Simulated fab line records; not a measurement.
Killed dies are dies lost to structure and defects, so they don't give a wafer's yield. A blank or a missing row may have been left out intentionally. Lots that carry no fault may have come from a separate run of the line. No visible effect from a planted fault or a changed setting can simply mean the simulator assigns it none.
One fault seen from 2 desks ; flow gf180mcu ; what lay behind the numbers comes last; until then each desk has only its own

THE TOOL OWNER'S DESK: hdpcvd-01
The tool's own readings at GF_CONTACT_CVD_00 (deposits SiO2, target thk 300 nm, time 50 s): means of the sampled wafers that have a number, for each lot that ran on this tool. Marked OUT: a lot whose mean sits more than 4 standard deviations from the usual mean, which makes it out of limits; the brackets give that distance.
Columns: A = pressureMtorr at GF_CONTACT_CVD_00, usual 6.001 mTorr; B = runLengthS at GF_CONTACT_CVD_00, usual 78.0 s
lot;first seen here;A;B
L914;day 15 14:07;5.996;77.4
L916;day 16 06:16;6.003;77.8
L918;day 16 21:35;6.013;77.6
L919;day 17 16:38;6.010;77.4
L928;day 20 20:04;6.001;77.5
Result from this desk: across the 5 lots, nothing is out of limits.

METROLOGY DESK
Lot by lot, what the gauges showed, no matter which tool ran the lot: averages of those sampled wafers that carry a number. Marked OUT: a lot whose mean sits more than 4 standard deviations from the usual mean, which makes it out of limits; the brackets give that distance.
Columns: A = cdNm at GF_POLY_GATE_CD_MEAS_18, usual 279.5 nm; B = SAB_CVD_00_THK at GF_SAB_THK_MEAS_01, usual 50.2 nm
lot;first seen here;A;B
L914;day 9 13:05;280.0;50.6
L916;day 10 03:20;281.3;50.6
L917;day 10 15:50;278.8;50.9
L918;day 10 15:56;277.8;50.3
L919;day 11 06:57;279.0;49.5
L920;day 11 07:05;278.2;49.9
L923;day 12 10:05;281.9;50.2
L925;day 12 23:03;278.7;50.4
L926;day 13 01:35;278.6;49.7
L928;day 13 20:49;279.6;50.5
L932;day 15 03:48;276.8;50.3
L933;day 15 11:33;279.1;50.2
L934;day 15 13:59;280.4;50.6
Result from this desk: across the 13 lots, nothing is out of limits.

BROUGHT TOGETHER
Nothing out of limits was seen by the tool owner's desk.
Nothing out of limits was seen by the metrology desk.

WHAT WAS PUT IN BY THE SIMULATOR
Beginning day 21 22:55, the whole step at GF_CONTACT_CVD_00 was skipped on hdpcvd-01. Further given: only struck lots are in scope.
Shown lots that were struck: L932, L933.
